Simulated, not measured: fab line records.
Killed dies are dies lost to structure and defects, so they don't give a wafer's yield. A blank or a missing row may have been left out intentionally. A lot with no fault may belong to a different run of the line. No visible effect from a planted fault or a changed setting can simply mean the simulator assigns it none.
The tool behind it: which one? + flow sky130 + Sampling: 12 lots, 36 wafers, 5 of 708 route steps

WHAT THE GAUGES READ, wafer by wafer
The record holds no reading of a measuring or inspecting step that can be judged against a usual standard deviation.

WHAT TOOL EACH LOT RAN ON (gives the tool, then ch and the chambers of the sampled wafers, and finally the start)
| lot  | SKY_POLY_GATE_CVD_00        | SKY_VIA4_SPUTTER_17          | SKY_METAL5_STRIP_16                  | SKY_PASSIVATION_STRIP_12             | SKY_PAD_OPEN_PROBE_99   |
|------|-----------------------------|------------------------------|--------------------------------------|--------------------------------------|-------------------------|
| L766 | lpcvd-01 ch 0, day 14 00:04 | pvd sputter-02, day 42 20:44 | plasma asher-03 ch 0,1, day 43 21:04 | plasma asher-02 ch 0,1, day 44 19:36 | -                       |
| L767 | lpcvd-01 ch 1, day 14 13:10 | pvd sputter-01, day 43 01:35 | plasma asher-01 ch 0,1, day 44 01:34 | plasma asher-02 ch 0,1, day 45 00:15 | -                       |
| L769 | lpcvd-01 ch 1, day 15 14:28 | pvd sputter-01, day 43 20:52 | plasma asher-01 ch 0,1, day 44 19:20 | plasma asher-04 ch 0,1, day 45 18:14 | -                       |
| L768 | lpcvd-01 ch 1, day 15 17:30 | pvd sputter-03, day 44 04:56 | plasma asher-02 ch 0,1, day 45 03:48 | plasma asher-03 ch 0,1, day 46 02:20 | -                       |
| L770 | lpcvd-01 ch 1, day 16 03:18 | pvd sputter-01, day 44 08:02 | plasma asher-02 ch 0,1, day 45 07:31 | plasma asher-02 ch 0,1, day 46 06:55 | -                       |
| L773 | lpcvd-01 ch 0, day 17 02:56 | pvd sputter-03, day 45 01:30 | plasma asher-03 ch 0,1, day 46 00:13 | plasma asher-04 ch 0,1, day 46 22:01 | -                       |
| L775 | lpcvd-01 ch 1, day 17 20:26 | pvd sputter-01, day 45 21:08 | plasma asher-01 ch 0,1, day 46 17:54 | plasma asher-02 ch 0,1, day 47 14:38 | prober-01, day 48 11:34 |
| L776 | lpcvd-01 ch 0, day 18 05:22 | pvd sputter-01, day 46 04:21 | plasma asher-01 ch 0,1, day 47 01:24 | plasma asher-04 ch 0,1, day 47 21:56 | -                       |
| L777 | lpcvd-01 ch 0, day 18 12:05 | pvd sputter-01, day 46 12:35 | plasma asher-02 ch 0,1, day 47 10:03 | plasma asher-03 ch 1, day 48 05:52   | -                       |
| L781 | lpcvd-01 ch 1, day 20 02:05 | pvd sputter-02, day 47 10:49 | plasma asher-01 ch 0,1, day 48 07:16 | plasma asher-04 ch 0,1, day 49 02:50 | prober-01, day 49 23:07 |
| L782 | lpcvd-01 ch 1, day 20 11:25 | pvd sputter-03, day 47 14:33 | plasma asher-03 ch 0,1, day 48 10:49 | plasma asher-04 ch 1, day 49 06:10   | prober-02, day 50 01:59 |
| L783 | lpcvd-01 ch 0, day 20 19:56 | pvd sputter-01, day 47 17:44 | plasma asher-02 ch 0,1, day 48 13:09 | plasma asher-03 ch 0, day 49 08:17   | prober-01, day 50 04:09 |
- SKY_POLY_GATE_CVD_00: deposits poly-Si, target thk 180 nm, time 720 s.
- SKY_VIA4_SPUTTER_17: material TiN, target thk 20 nm, time 80 s.
- SKY_METAL5_STRIP_16: strips in O2/N2.
- SKY_PASSIVATION_STRIP_12: strips in O2/N2.
- SKY_PAD_OPEN_PROBE_99

AS READ BY THE TOOLS THEMSELVES (means over the sampled wafers that have a number; for cases with no such wafer, the mark the record gives instead)
SKY_POLY_GATE_CVD_00. Usual: spike tc centre C 619.8 C, standard deviation 1.5; spike tc upper C 620.0 C, standard deviation 1.1; zone power lower pct 8.8 %, standard deviation 0.37.
| lot  | tool     | spike tc centre C (C) | spike tc upper C (C) | zone power lower pct (%) | flag |
|------|----------|-----------------------|----------------------|--------------------------|------|
| L766 | lpcvd-01 | 620.3                 | 619.1                | 9.3                      |      |
| L767 | lpcvd-01 | 618.7                 | 620.7                | 8.5                      |      |
| L769 | lpcvd-01 | 618.4                 | 621.2                | 8.5                      |      |
| L768 | lpcvd-01 | 617.8                 | 620.3                | 8.5                      |      |
| L770 | lpcvd-01 | 618.8                 | 620.9                | 8.6                      |      |
| L773 | lpcvd-01 | 621.1                 | 620.3                | 9.2                      |      |
| L775 | lpcvd-01 | 618.5                 | 621.1                | 8.5                      |      |
| L776 | lpcvd-01 | 620.9                 | 618.5                | 9.2                      |      |
| L777 | lpcvd-01 | 620.2                 | 619.2                | 9.2                      |      |
| L781 | lpcvd-01 | 619.2                 | 620.3                | 8.6                      |      |
| L782 | lpcvd-01 | 619.0                 | 620.7                | 8.5                      |      |
| L783 | lpcvd-01 | 620.9                 | 619.9                | 9.3                      |      |

SKY_VIA4_SPUTTER_17. Usual: throttle valve pct reads 29.9 % (standard deviation 1.3).
| lot  | tool           | throttle valve pct (%) | flag |
|------|----------------|------------------------|------|
| L766 | pvd sputter-02 | 30.3                   |      |
| L767 | pvd sputter-01 | 29.8                   |      |
| L769 | pvd sputter-01 | 29.7                   |      |
| L768 | pvd sputter-03 | 29.4                   |      |
| L770 | pvd sputter-01 | 30.6                   |      |
| L773 | pvd sputter-03 | 29.1                   |      |
| L775 | pvd sputter-01 | 30.4                   |      |
| L776 | pvd sputter-01 | 29.5                   |      |
| L777 | pvd sputter-01 | 29.7                   |      |
| L781 | pvd sputter-02 | 30.4                   |      |
| L782 | pvd sputter-03 | 30.6                   |      |
| L783 | pvd sputter-01 | 29.8                   |      |

SKY_METAL5_STRIP_16. Usual: drypump motor current A 5.8 A, standard deviation 0.32; oes product au 0.710 a.u., standard deviation 0.0046; strip time to endpoint s 13.12 s, standard deviation 0.17.
| lot  | tool            | drypump motor current A (A) | oes product au (a.u.) | strip time to endpoint s (s) | flag |
|------|-----------------|-----------------------------|-----------------------|------------------------------|------|
| L766 | plasma asher-03 | 6.2                         | 0.710                 | 13.04                        |      |
| L767 | plasma asher-01 | 5.4                         | 0.712                 | 12.94                        |      |
| L769 | plasma asher-01 | 5.4                         | 0.711                 | 13.00                        |      |
| L768 | plasma asher-02 | 6.0                         | 0.711                 | 13.32                        |      |
| L770 | plasma asher-02 | 6.0                         | 0.708                 | 12.98                        |      |
| L773 | plasma asher-03 | 6.2                         | 0.712                 | 13.26                        |      |
| L775 | plasma asher-01 | 5.6                         | 0.711                 | 12.99                        |      |
| L776 | plasma asher-01 | 5.6                         | 0.714                 | 13.35                        |      |
| L777 | plasma asher-02 | 5.9                         | 0.709                 | 13.04                        |      |
| L781 | plasma asher-01 | 5.4                         | 0.705                 | 13.27                        |      |
| L782 | plasma asher-03 | 6.2                         | 0.711                 | 13.08                        |      |
| L783 | plasma asher-02 | 6.0                         | 0.707                 | 13.14                        |      |

SKY_PASSIVATION_STRIP_12. Usual: drypump motor current A 5.8 A, standard deviation 0.44; oes product au 0.660 a.u., standard deviation 0.0045; strip time to endpoint s 31.52 s, standard deviation 0.17.
| lot  | tool            | drypump motor current A (A) | oes product au (a.u.) | strip time to endpoint s (s) | flag |
|------|-----------------|-----------------------------|-----------------------|------------------------------|------|
| L766 | plasma asher-02 | 5.9                         | 0.659                 | 31.59                        |      |
| L767 | plasma asher-02 | 6.0                         | 0.659                 | 31.49                        |      |
| L769 | plasma asher-04 | 5.1                         | 0.660                 | 31.61                        |      |
| L768 | plasma asher-03 | 6.2                         | 0.662                 | 31.71                        |      |
| L770 | plasma asher-02 | 5.9                         | 0.661                 | 31.77                        |      |
| L773 | plasma asher-04 | 5.4                         | 0.655                 | 31.36                        |      |
| L775 | plasma asher-02 | 5.9                         | 0.661                 | 31.48                        |      |
| L776 | plasma asher-04 | 5.1                         | 0.661                 | 31.31                        |      |
| L777 | plasma asher-03 | 6.2                         | 0.665                 | 31.57                        |      |
| L781 | plasma asher-04 | 5.4                         | 0.660                 | 31.53                        |      |
| L782 | plasma asher-04 | 4.9                         | 0.659                 | 31.39                        |      |
| L783 | plasma asher-03 | 6.2                         | 0.657                 | 31.52                        |      |

SKY_PAD_OPEN_PROBE_99. Usual: killed_at_M0_to_M3 43, standard deviation 7.8; killed_at_M4_up 3.2, standard deviation 1.9; killed at contacts 24, standard deviation 5; killed at front end 14, standard deviation 4.5; killed at other 0.2, standard deviation 0.41; killed dies 84, standard deviation 9.6; killed on rim 17, standard deviation 3.8; killed open 47, standard deviation 6.9; killed short 38, standard deviation 6.
| lot  | tool      | killed_at_M0_to_M3 | killed_at_M4_up | killed at contacts | killed at front end | killed at other | killed dies | killed on rim | killed open | killed short | flag |
|------|-----------|--------------------|-----------------|--------------------|---------------------|-----------------|-------------|---------------|-------------|--------------|------|
| L775 | prober-01 | 41                 | 3.7             | 26                 | 12                  | 0.0             | 83          | 16            | 47          | 36           |      |
| L781 | prober-01 | 31                 | 2.7             | 18                 | 75                  | 0.3             | 127         | 15            | 34          | 30           | OFF  |
| L782 | prober-02 | 43                 | 2.7             | 14                 | 71                  | 0.0             | 131         | 17            | 41          | 31           | OFF  |
| L783 | prober-01 | 35                 | 2.0             | 22                 | 74                  | 0.3             | 132         | 24            | 38          | 34           | OFF  |

THE ANSWER, worked out from the rows above alone
Rule: take the mean of a lot's wafers that have a number; if it is more than 3 standard deviations from the usual mean, the lot is off. Also off: a lot with no number at a reading for which 4 or more lots have one. The other lots that the step has rows for count as sound. After the gauges, taken in route order, come the tools' own readings; for these a lot's mean is taken, as printed above. The first step at which some lot is off is used, and at that step the reading that is off furthest; a lot without a number counts as furthest.
Off: L781, L782, L783 (SKY_PAD_OPEN_PROBE_99, killed at front end). Neither off nor sound, because the step has no rows for them: L766, L767, L769, L768, L770, L773, L776, L777.
If a tool, at that step or one of the process steps before it, ran each lot that is off and ran no sound lot following the first of them, it fits. One fits: SKY_POLY_GATE_CVD_00 on lpcvd-01. A fault onset in the window from L775 (day 17 20:26, its last sound lot) to L781 (day 20 02:05, its first lot off) fits.

WHAT THE SIMULATOR PUT IN
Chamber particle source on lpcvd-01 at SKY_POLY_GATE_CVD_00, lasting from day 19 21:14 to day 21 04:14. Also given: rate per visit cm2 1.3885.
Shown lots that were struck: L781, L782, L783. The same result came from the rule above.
